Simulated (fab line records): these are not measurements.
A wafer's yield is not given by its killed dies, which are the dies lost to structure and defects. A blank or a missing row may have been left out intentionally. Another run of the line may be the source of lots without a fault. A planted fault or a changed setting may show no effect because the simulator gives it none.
A lot that was struck, set against a sound lot -- flow gf180mcu -- 14 out of 602 route steps
Sound: these wafers, L147.1, L147.5, L147.6. Wafers L141.1, L141.2, L141.4 were the ones struck. The cause comes at the end.
For every step that has rows: the tool of each side, followed by ch and its chambers, followed by its first start. Under that, the readings that differ: sound wafers -- struck wafers -- difference of the means -- sigmas: that difference in standard deviations of wafers without a fault.
alike: readings with means less than 2 such deviations apart, plus words and numbers identical on both sides. not compared: withheld readings, readings lacking a value on some wafer, bounds such as >300 that could conceal the same value, and numbers that have no deviation in the record and whose values overlap.
The two part at a step that has a row with sigmas, a row that says differs or no value, or rows on one side only. Non-overlapping numbers with no deviation appear without sigmas and do not part them. A reading missing from all wafers of one side parts the sides only when that side holds two or more wafers.

first, 2 steps without rows for these wafers: GF_M3_CLEAN_19 (cleans in DIW); GF_V3_CVD_00 (deposits SiO2, target thk 600 nm, time 100 s).
GF_V3_THK_MEAS_01:
  sound: film metro-01 at day 27 18:19; struck: film metro-01 at day 26 05:43
  alike: V3_CVD_00_THK
GF_V3_CVD_02: deposits SiO2 from TEOS, target thk 850 nm, time 94.851 s.
  sound on pecvd-04 ch 1,2, day 27 18:23; struck on pecvd-04 ch 0,2, day 26 05:47
  alike: heater power w
GF_V3_THK_MEAS_03:
  sound: film metro-02 at day 27 18:27; struck: film metro-02 at day 26 05:51
  alike: V3_CVD_02_THK
GF_V3_CMP_04: polishes SiO2.
  sound on cmp-02 ch 0,1, day 27 18:31; struck on cmp-01 ch 0,2,3, day 26 05:55
  alike: edge zone pressure frac, motor current A, slurry flow ml min, time to endpoint s
GF_V3_BOW_MEAS_05:
  sound: film metro-01 at day 27 18:49; struck: film metro-02 at day 26 06:13
reading,sound,struck,difference,sigmas
V3_BOW (um),93 101 99,121 122 119,+23,+2
then, 5 steps without rows for these wafers: GF_V3_DEHYDRATE_06 (time 60 s); GF_V3_HMDS_07 (prime time 60 s); GF_V3_COAT_08; GF_V3_COAT_09 (resist thk 1000 nm); GF_V3_SOFTBAKE_10 (time 60 s).
GF_V3_EXPOSE_11: exposes mask Via3, target cd 260 nm.
  sound on krf scanner-01 ch 0, day 28 04:53; struck on krf scanner-01, day 26 16:19
  no value came back on the struck wafers for exposure dose mJ cm2, focus offset nm (nm), na; on the sound wafers exposure dose mJ cm2 reads 37.91 37.92 37.91
  alike: mask
then, 1 step without rows for these wafers: GF_V3_PEB_12 (peb time 90 s).

== WHERE THEY PART ==
Earliest at GF_V3_BOW_MEAS_05; latest, in this record, at GF_V3_EXPOSE_11.

WHY: the cause the simulator had injected
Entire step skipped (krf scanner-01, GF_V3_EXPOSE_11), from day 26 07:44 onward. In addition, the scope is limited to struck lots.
